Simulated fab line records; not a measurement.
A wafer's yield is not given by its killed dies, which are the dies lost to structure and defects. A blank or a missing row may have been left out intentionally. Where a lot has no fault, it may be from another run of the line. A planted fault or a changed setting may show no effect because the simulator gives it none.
fab line records	flow sky130
record lots=7	wafers=21	last-day=49
route steps=708 shown LDD_LDN@289 PAD_OPEN@708
lots with no fault: from the same line, run without faults
start-h: start of the lot's first displayed wafer, in hours after the record's first day	wait-h: hours since the lot's step before	" as in the row above	L1.1+2: a row that stands for several wafers	- no value present, or no start provided	* or withheld: withheld	< > ~ a bound
route shown NAME@n: a module of which the file shows steps, and the number in the route of the first	usual: mean/standard deviation taken from wafers without a fault	same: alike in all rows	chamber/n: place in a boat	sites: the reading at each site	_std_site: how widely they spread, as a standard deviation	_edge_site: the outer-site mean with the inner-site mean subtracted	radius-mm: for every site, how far away it sits from the centre of the wafer	mask NAME#n: copy n	behind: the tool/chamber that last shaped the wafer	hold: the reason the lot was held/the length of the hold in hours/how it ended	device: which transistor (n, p or np) failed to switch	end of line: the tests these same wafers got at the end of their route	a step with no rows: only its recipe	killed: dies lost to structure and defects at the first sort, not the wafer's yield	map: a wafer's dies, x killed, . not, _ none there
set.NAME: the setting the step ran with; set.NAME@STEP: the setting that earlier step ran with	model.NAME: the simulator's own value behind a step, which no gauge read
lots at selected steps of the route; one table per step, one row per wafer
services: the hour from which a tool's chamber was out of use, counted from the record's first day as start-h (under 0 if before that day), plus the number of hours and why
## steps
# step SKY_LDD_LDN_DEHYDRATE_00
# recipe temp-c=200	time-s=60
# step SKY_LDD_LDN_HMDS_01
# recipe prime-time-s=60	prime-temp-c=120
# step SKY_LDD_LDN_COAT_02
# recipe resist=NOVOLAK	spin-rpm=3000	resist-thk-nm=1140
# step SKY_LDD_LDN_SOFTBAKE_03
# recipe temp-c=90	time-s=60	resist=NOVOLAK
# step SKY_LDD_LDN_EXPOSE_04
# recipe mask-id=LDNTM	na=0.6	source-shape=conventional	sigma-outer=0.6	polarization=unpolarized	target-cd-nm=700	dose-mj=140
# step SKY_LDD_LDN_PEB_05
# recipe temp-c=withheld	time-s=*	resist=NOVOLAK
# step SKY_LDD_LDN_DEVELOP_06
# recipe resist=NOVOLAK	developer=TMAH	develop-time-s=60	dev-temp-c=23
# step SKY_LDD_LDN_OVL_MEAS_07
# usual LDD_LDN_OVL=-0.1/1.4
lot.wafer	tool	chamber	start-h	wait-h	LDD_LDN_OVL[nm]
L409.1	overlay-01	-	518.81	0.1	-0.1
L409.2	"	-	"	"	-0.2
L409.6	"	-	"	"	-0.1
L413.2	overlay-02	-	558.83	0.1	-1.8
L413.3	"	-	"	"	-3.0
L413.4	"	-	"	"	-1.2
L414.2	overlay-01	-	573.63	0.1	1.4
L414.3	"	-	"	"	-0.3
L414.5	"	-	"	"	-0.6
L415.1	overlay-01	-	579.00	0.1	0.0
L415.2	"	-	"	"	-0.5
L415.3	"	-	"	"	3.2
L420.2	overlay-01	-	636.08	0.1	-0.9
L420.3	"	-	"	"	0.7
L420.6	"	-	"	"	0.8
L426.1	overlay-02	-	683.21	0.1	-0.6
L426.3	"	-	"	"	-0.6
L426.6	"	-	"	"	-0.2
L430.1	overlay-02	-	706.42	0.1	-0.2
L430.3	"	-	"	"	-0.2
L430.5	"	-	"	"	-0.8
# step SKY_LDD_LDN_IMPLANT_08
# recipe species=As	energy-kev=15	dose-cm2=1.25e+13	tilt-deg=withheld	rotation-deg=23
# step SKY_LDD_LDN_IMPLANT_09
# recipe species=As	energy-kev=15	dose-cm2=1.25e+13	tilt-deg=withheld	rotation-deg=113
# step SKY_LDD_LDN_IMPLANT_10
# recipe species=As	energy-kev=15	dose-cm2=1.25e+13	tilt-deg=withheld	rotation-deg=203
# step SKY_LDD_LDN_IMPLANT_11
# recipe species=As	energy-kev=15	dose-cm2=1.25e+13	tilt-deg=withheld	rotation-deg=293
# step SKY_LDD_LDN_STRIP_12
# recipe chemistry=O2/N2	power-w=1400	pressure-mtorr=1500	platen-temp-c=withheld	o2-flow-sccm=3000	n2-flow-sccm=300	overash-fraction=0.5
# usual chamber-pressure-mTorr=1500.1/1.4	drypump-motor-current-A=6.2/0.53	oes-product-au=0.715/0.0049	strip-time-to-endpoint-s=14.17/0.043
lot.wafer	tool	chamber	start-h	wait-h	chamber-pressure-mTorr	drypump-motor-current-A	oes-product-au	rf-hours-counter-h	strip-time-to-endpoint-s	model.NOVOLAK_of_LDD_LDN_COAT_02.thk-nm
L409.1	plasma-asher-03	1	519.44	0.1	1502.1	6.8	0.713	39	14.10	0
L409.2	"	0	"	"	1501.2	6.7	0.715	39	14.17	0
L409.6	"	1	"	"	1497.1	6.8	0.721	-	14.13	0
L413.2	plasma-asher-03	0	559.46	0.1	-	-	-	-	-	1138
L413.3	"	1	"	"	-	-	-	-	-	1136
L413.4	"	0	"	"	-	-	-	-	-	1134
L414.2	plasma-asher-04	0	574.26	0.1	-	-	-	-	-	1142
L414.3	"	0	"	"	-	-	-	-	-	1142
L414.5	"	1	"	"	-	-	-	-	-	1142
L415.1	plasma-asher-04	1	579.63	0.1	-	-	-	-	-	1135
L415.2	"	0	"	"	-	-	-	-	-	1138
L415.3	"	1	"	"	-	-	-	-	-	1140
L420.2	plasma-asher-04	0	636.71	0.1	1500.7	6.1	0.719	94	14.13	0
L420.3	"	1	"	"	1499.7	5.4	0.709	-	14.14	0
L420.6	"	1	"	"	1499.6	5.4	0.715	-	14.13	0
L426.1	plasma-asher-03	0	683.84	0.1	1500.6	6.7	0.717	53	14.06	0
L426.3	"	0	"	"	1499.2	6.7	0.713	-	14.08	0
L426.6	"	1	"	"	1501.6	6.7	0.723	-	14.10	0
L430.1	plasma-asher-04	0	707.13	0.2	1499.1	6.2	0.719	101	14.16	0
L430.3	"	0	"	"	1501.4	6.1	0.720	-	14.19	0
L430.5	"	1	"	"	1500.6	5.4	0.722	-	14.13	0
# step SKY_LDD_LDN_TW_MEAS_13
# usual LDD_LDN_TW=1477/24
lot.wafer	tool	chamber	start-h	wait-h	LDD_LDN_TW
L409.1	film-metro-02	-	519.54	0.1	1463
L409.2	"	-	"	"	1466
L409.6	"	-	"	"	1468
L413.2	film-metro-02	-	559.57	0.1	1453
L413.3	"	-	"	"	1459
L413.4	"	-	"	"	1450
L414.2	film-metro-01	-	574.37	0.1	1464
L414.3	"	-	"	"	1458
L414.5	"	-	"	"	1469
L415.1	film-metro-04	-	579.73	0.1	1502
L415.2	"	-	"	"	1495
L415.3	"	-	"	"	1495
L420.2	film-metro-01	-	636.82	0.1	1463
L420.3	"	-	"	"	1472
L420.6	"	-	"	"	1463
L426.1	film-metro-04	-	683.94	0.1	1508
L426.3	"	-	"	"	1509
L426.6	"	-	"	"	1503
L430.1	film-metro-02	-	707.23	0.1	1450
L430.3	"	-	"	"	1443
L430.5	"	-	"	"	1452
# step SKY_PAD_OPEN_PROBE_99
# usual killed_at_M0_to_M3=44/7.2	killed_at_M4_up=3.1/1.8	killed-at-contacts=24/4.5	killed-at-front-end=16/4.4	killed-at-other=0.2/0.42	killed-dies=87/8.9	killed-on-rim=17/4.1	killed-open=48/6.4	killed-short=39/6.2
# same gross-dies=492	killed-at-back-side=0
lot.wafer	tool	chamber	start-h	wait-h	hold	killed_at_M0_to_M3	killed_at_M4_up	killed-at-contacts	killed-at-front-end	killed-at-other	killed-dies	killed-on-rim	killed-open	killed-short
L409.1	prober-02	-	1064.12	0.1	-	50	4	29	8	0	91	19	50	41
L409.2	prober-02	-	1064.17	0.1	-	52	7	14	15	0	88	17	42	46
L409.6	prober-02	-	1064.37	0.2	-	45	3	27	18	0	93	16	56	37
L413.2	prober-02	-	1088.36	0.1	await-dispo/4.3h/scrap	56	4	27	405	0	492	96	55	48
L413.3	prober-02	-	1088.41	0.2	await-dispo/4.3h/scrap	43	3	22	424	0	492	96	49	33
L413.4	prober-02	-	1088.46	0.2	await-dispo/4.3h/scrap	51	0	24	416	1	492	96	61	33
L414.2	prober-01	-	1097.43	0.1	await-dispo/2.2h/scrap	51	3	27	411	0	492	96	62	42
L414.3	prober-01	-	1097.48	0.2	await-dispo/2.2h/scrap	62	3	27	400	0	492	96	57	53
L414.5	prober-01	-	1097.58	0.2	await-dispo/2.2h/scrap	38	5	28	421	0	492	96	51	38
L415.1	prober-02	-	1102.85	0.1	await-dispo/2.1h/scrap	38	2	27	425	0	492	96	43	41
L415.2	prober-02	-	1102.90	0.1	await-dispo/2.1h/scrap	46	7	19	420	0	492	96	43	42
L415.3	prober-02	-	1102.95	0.2	await-dispo/2.1h/scrap	45	3	19	425	0	492	96	44	31
L420.2	prober-01	-	1139.82	0.1	-	31	3	27	11	0	72	13	47	25
L420.3	prober-01	-	1139.87	0.2	-	38	0	24	12	1	75	15	39	36
L420.6	prober-01	-	1140.02	0.2	-	43	6	17	19	1	86	24	49	37
L426.1	prober-01	-	1172.32	0.1	-	37	0	17	25	0	79	10	50	29
L426.3	prober-01	-	1172.42	0.2	-	42	7	18	12	1	80	16	38	42
L426.6	prober-01	-	1172.57	0.2	-	49	3	23	7	0	82	15	50	32
L430.1	prober-01	-	1187.67	0.1	-	40	1	16	19	1	77	14	40	37
L430.3	prober-01	-	1187.77	0.2	-	43	4	22	16	0	85	16	44	41
L430.5	prober-01	-	1187.87	0.2	-	37	0	29	21	1	88	18	49	39
# killed by level:class
L409.1 CONTACT:geometric-particle:open=13 VIA1:geometric-particle:open=11 VIA1:geometric-particle:short=8 VIA3:geometric-particle:open=7 METAL1:geometric-particle:short=6 LI_CONTACT:geometric-particle:open=4 LOCAL_INTERCONNECT:geometric-particle:short=4 CONTACT:geometric-particle:short=4
L409.2 VIA1:geometric-particle:open=12 METAL2:geometric-particle:short=10 METAL1:geometric-particle:short=7 VIA3:geometric-particle:open=7 METAL4:geometric-particle:short=6 POLY_GATE:geometric-particle:open=5 VIA2:geometric-particle:short=4 METAL3:geometric-particle:short=4
L409.6 CONTACT:geometric-particle:open=12 VIA1:geometric-particle:open=10 VIA2:geometric-particle:open=8 LI_CONTACT:geometric-particle:open=7 VIA1:geometric-particle:short=7 FIELD_ISO:geometric-particle:open=6 VIA3:geometric-particle:open=5 POLY_GATE:geometric-particle:open=4
L413.2 SPACER:area-cvd=389 VIA1:geometric-particle:open=12 CONTACT:geometric-particle:open=9 VIA2:geometric-particle:open=8 METAL1:geometric-particle:short=7 VIA1:geometric-particle:short=7 VIA3:geometric-particle:open=7 LI_CONTACT:geometric-particle:open=6
L413.3 SPACER:area-cvd=410 VIA1:geometric-particle:open=9 VIA1:geometric-particle:short=7 CONTACT:geometric-particle:short=7 CONTACT:geometric-particle:open=7 VIA3:geometric-particle:open=7 FIELD_ISO:geometric-particle:open=5 LI_CONTACT:geometric-particle:open=4
L413.4 SPACER:area-cvd=398 CONTACT:geometric-particle:open=15 VIA1:geometric-particle:open=15 VIA3:geometric-particle:open=8 FIELD_ISO:geometric-particle:open=7 FIELD_ISO:geometric-particle:short=5 METAL1:geometric-particle:short=5 LI_CONTACT:geometric-particle:open=4
L414.2 SPACER:area-cvd=388 VIA1:geometric-particle:open=16 VIA3:geometric-particle:open=10 LI_CONTACT:geometric-particle:open=7 FIELD_ISO:geometric-particle:short=6 POLY_GATE:geometric-particle:open=6 CONTACT:geometric-particle:open=6 VIA2:geometric-particle:open=6
L414.3 SPACER:area-cvd=382 VIA1:geometric-particle:open=12 METAL2:geometric-particle:short=10 CONTACT:geometric-particle:open=9 VIA3:geometric-particle:open=8 METAL1:geometric-particle:short=7 LOCAL_INTERCONNECT:geometric-particle:short=6 METAL3:geometric-particle:short=6
L414.5 SPACER:area-cvd=403 CONTACT:geometric-particle:open=11 VIA3:geometric-particle:open=10 VIA1:geometric-particle:open=9 LI_CONTACT:geometric-particle:open=8 POLY_GATE:geometric-particle:short=7 METAL1:geometric-particle:short=6 FIELD_ISO:geometric-particle:short=5
L415.1 SPACER:area-cvd=408 VIA1:geometric-particle:open=11 CONTACT:geometric-particle:open=9 LI_CONTACT:geometric-particle:open=7 LOCAL_INTERCONNECT:geometric-particle:short=6 METAL1:geometric-particle:short=6 VIA1:geometric-particle:short=6 FIELD_ISO:geometric-particle:open=4
L415.2 SPACER:area-cvd=407 VIA1:geometric-particle:open=14 METAL2:geometric-particle:short=7 FIELD_ISO:geometric-particle:open=6 VIA2:geometric-particle:open=6 METAL4:geometric-particle:short=6 LI_CONTACT:geometric-particle:open=5 VIA3:geometric-particle:short=4
L415.3 SPACER:area-cvd=417 VIA1:geometric-particle:open=12 VIA2:geometric-particle:open=8 CONTACT:geometric-particle:open=7 LI_CONTACT:geometric-particle:open=6 METAL1:geometric-particle:short=6 VIA3:geometric-particle:open=6 VIA3:geometric-particle:short=5
L420.2 CONTACT:geometric-particle:open=11 LI_CONTACT:geometric-particle:open=8 VIA3:geometric-particle:open=6 VIA1:geometric-particle:open=5 VIA1:geometric-particle:short=5 POLY_GATE:geometric-particle:open=4 FIELD_ISO:geometric-particle:open=3 FIELD_ISO:geometric-particle:short=3
L420.3 LOCAL_INTERCONNECT:geometric-particle:short=8 VIA1:geometric-particle:open=8 CONTACT:geometric-particle:open=7 VIA2:geometric-particle:open=7 VIA1:geometric-particle:short=4 FIELD_ISO:geometric-particle:open=3 POLY_GATE:geometric-particle:short=3 LOCAL_INTERCONNECT:geometric-particle:open=3
L420.6 VIA1:geometric-particle:open=12 VIA2:geometric-particle:open=7 LI_CONTACT:geometric-particle:open=6 METAL2:geometric-particle:short=5 FIELD_ISO:geometric-particle:open=4 FIELD_ISO:geometric-particle:short=4 CONTACT:geometric-particle:open=4 VIA1:geometric-particle:short=4
L426.1 FIELD_ISO:geometric-particle:open=12 VIA2:geometric-particle:open=11 CONTACT:geometric-particle:open=8 VIA1:geometric-particle:open=7 POLY_CUT:geometric-particle:short=4 LI_CONTACT:geometric-particle:short=4 LI_CONTACT:geometric-particle:open=4 VIA1:geometric-particle:short=4
L426.3 VIA1:geometric-particle:open=11 VIA2:geometric-particle:open=8 METAL2:geometric-particle:short=7 CONTACT:geometric-particle:open=6 LI_CONTACT:geometric-particle:open=5 CONTACT:geometric-particle:short=5 METAL1:geometric-particle:short=5 POLY_GATE:geometric-particle:open=4
L426.6 LI_CONTACT:geometric-particle:open=10 CONTACT:geometric-particle:open=9 VIA1:geometric-particle:open=8 VIA2:geometric-particle:open=8 VIA3:geometric-particle:open=7 VIA2:geometric-particle:short=5 POLY_GATE:geometric-particle:open=4 LI_CONTACT:geometric-particle:short=4
L430.1 VIA1:geometric-particle:open=9 LI_CONTACT:geometric-particle:open=8 METAL1:geometric-particle:short=7 METAL2:geometric-particle:short=5 VIA1:geometric-particle:short=5 POLY_GATE:geometric-particle:open=4 POLY_GATE:geometric-particle:short=4 CONTACT:geometric-particle:open=4
L430.3 VIA1:geometric-particle:open=10 CONTACT:geometric-particle:open=8 VIA1:geometric-particle:short=8 LI_CONTACT:geometric-particle:open=5 FIELD_ISO:geometric-particle:open=4 SPACER:geometric-particle:short=4 CONTACT:geometric-particle:short=4 METAL1:geometric-particle:short=4
L430.5 CONTACT:geometric-particle:open=9 VIA1:geometric-particle:open=9 LI_CONTACT:geometric-particle:open=7 VIA2:geometric-particle:open=7 CONTACT:geometric-particle:short=7 FIELD_ISO:geometric-particle:short=6 METAL2:geometric-particle:short=5 FIELD_ISO:geometric-particle:open=4
# map L413.2 (x killed, . not)
__________xxxxxxxxxx_________
________xxxxxxxxxxxxxx_______
______xxxxxxxxxxxxxxxxxx_____
_____xxxxxxxxxxxxxxxxxxxx____
____xxxxxxxxxxxxxxxxxxxxxx___
___xxxxxxxxxxxxxxxxxxxxxxxx__
__xxxxxxxxxxxxxxxxxxxxxxxxxx_
_xxxxxxxxxxxxxxxxxxxxxxxxxxxx
_xxxxxxxxxxxxxxxxxxxxxxxxxxxx
_xxxxxxxxxxxxxxxxxxxxxxxxxxxx
_xxxxxxxxxxxxxxxxxxxxxxxxxxxx
_xxxxxxxxxxxxxxxxxxxxxxxxxxxx
_xxxxxxxxxxxxxxxxxxxxxxxxxxxx
_xxxxxxxxxxxxxxxxxxxxxxxxxxxx
_xxxxxxxxxxxxxxxxxxxxxxxxxxxx
__xxxxxxxxxxxxxxxxxxxxxxxxxx_
___xxxxxxxxxxxxxxxxxxxxxxxx__
____xxxxxxxxxxxxxxxxxxxxxx___
_____xxxxxxxxxxxxxxxxxxxx____
______xxxxxxxxxxxxxxxxxx_____
________xxxxxxxxxxxxxx_______
__________xxxxxxxxxx_________
# map L414.2 (x killed, . not)
__________xxxxxxxxxx_________
________xxxxxxxxxxxxxx_______
______xxxxxxxxxxxxxxxxxx_____
_____xxxxxxxxxxxxxxxxxxxx____
____xxxxxxxxxxxxxxxxxxxxxx___
___xxxxxxxxxxxxxxxxxxxxxxxx__
__xxxxxxxxxxxxxxxxxxxxxxxxxx_
_xxxxxxxxxxxxxxxxxxxxxxxxxxxx
_xxxxxxxxxxxxxxxxxxxxxxxxxxxx
_xxxxxxxxxxxxxxxxxxxxxxxxxxxx
_xxxxxxxxxxxxxxxxxxxxxxxxxxxx
_xxxxxxxxxxxxxxxxxxxxxxxxxxxx
_xxxxxxxxxxxxxxxxxxxxxxxxxxxx
_xxxxxxxxxxxxxxxxxxxxxxxxxxxx
_xxxxxxxxxxxxxxxxxxxxxxxxxxxx
__xxxxxxxxxxxxxxxxxxxxxxxxxx_
___xxxxxxxxxxxxxxxxxxxxxxxx__
____xxxxxxxxxxxxxxxxxxxxxx___
_____xxxxxxxxxxxxxxxxxxxx____
______xxxxxxxxxxxxxxxxxx_____
________xxxxxxxxxxxxxx_______
__________xxxxxxxxxx_________
## services
tool	chamber	start-h	hours	kind
plasma-asher-03	-	595.22	1.7	repair
plasma-asher-04	-	601.69	2.1	repair
plasma-asher-04	-	637.37	14.6	pm
plasma-asher-03	-	649.19	14.6	pm
plasma-asher-03	-	673.57	10.2	repair
plasma-asher-03	-	700.09	2.9	repair
## key
first-sign step=SKY_LDD_LDN_STRIP_12	reading=tool-record	direction=missing
effect step=SKY_PAD_OPEN_PROBE_99	reading=killed-at-front-end	direction=up	sigmas=91	usual=16	struck=416
model-effect step=SKY_LDD_LDN_STRIP_12	value=NOVOLAK_of_LDD_LDN_COAT_02.thk-nm	without=0	struck=1138
more-kills-born-at SKY_SPACER_CVD_00@lpcvd-02=3602
met-at SKY_LDD_LDN_STRIP_12
struck-wafers L413.2,L413.3,L413.4,L414.2,L414.3,L414.5,L415.1,L415.2,L415.3
later-rows-left-out L413.2,L413.3,L413.4,L414.2,L414.3,L414.5,L415.1,L415.2,L415.3
tester-left-out L413,L414,L415
onset-between 519.44 559.46
fault kind=skipped-step-whole	tool=plasma-asher-03,plasma-asher-04	chamber=-	onset-h=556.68	steps=SKY_LDD_LDN_STRIP_12	scope=struck-lots-only
# tester-left-out: of these lots the tester's yield and bins aren't shown, on N5 and GAA mostly nor the transistor test; their killed dies are dies lost to structure and defects alone, not to doping, threshold or leakage, so they don't give the yield
# later-rows-left-out: the simulator's readings of these wafers behind a module that went badly wrong aren't trusted and aren't shown, but for the sort
